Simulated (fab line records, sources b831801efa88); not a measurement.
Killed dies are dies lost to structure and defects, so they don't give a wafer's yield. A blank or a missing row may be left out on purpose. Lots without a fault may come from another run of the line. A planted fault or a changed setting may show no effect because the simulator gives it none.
Chamber matching | flow sky130 | SKY_VIA4_CMP_21 on cmp-01: 4 sister chambers
The step polishes, stops on SiO2, t overpolish 25 s, target thk 0 nm. 4 wafers are shown with their chamber, then 9 later ones without.

WAFERS WITH THEIR CHAMBER
wafer  | chamber | motor_current_A (A)
L432.1 | 0       | 13.0
L438.5 | 2       | 11.5
L439.2 | 3       | 12.2
L439.6 | 1       | 13.7

WAFERS WITHOUT THEIR CHAMBER
wafer  | motor_current_A (A)
L441.1 | 11.8
L441.3 | 12.9
L441.6 | 11.7
L445.1 | 12.5
L445.4 | 11.7
L445.5 | 10.9
L447.1 | 13.1
L447.4 | 13.7
L447.5 | 11.6

WHICH CHAMBER EACH WENT THROUGH
wafer  | from the rows above     | in truth
L441.1 | can't be placed: 2 or 3 | 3
L441.3 | 0                       | 0
L441.6 | can't be placed: 2 or 3 | 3
L445.1 | can't be placed: 3 or 0 | 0
L445.4 | can't be placed: 2 or 3 | 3
L445.5 | 2                       | 2
L447.1 | can't be placed: 0 or 1 | 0
L447.4 | 1                       | 1
L447.5 | can't be placed: 2 or 3 | 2
Placed correctly: 3 of 9. Can't be placed from these rows: 6 (the true chamber is among the candidates in 6). Placed wrongly: 0.
How it was worked out, from the rows above alone: a wafer's distance from a chamber is the root of the sum, over the readings, of the square of ((its reading less the chamber's mean) divided by the reading's scatter). The wafer belongs to the nearest chamber; if the next one is less than 2 further off, it can't be placed. A chamber's mean is the mean of its shown wafers. The scatter: with one shown wafer a chamber, the root of the mean of the squares of how far each hidden wafer lies from its nearest shown one.
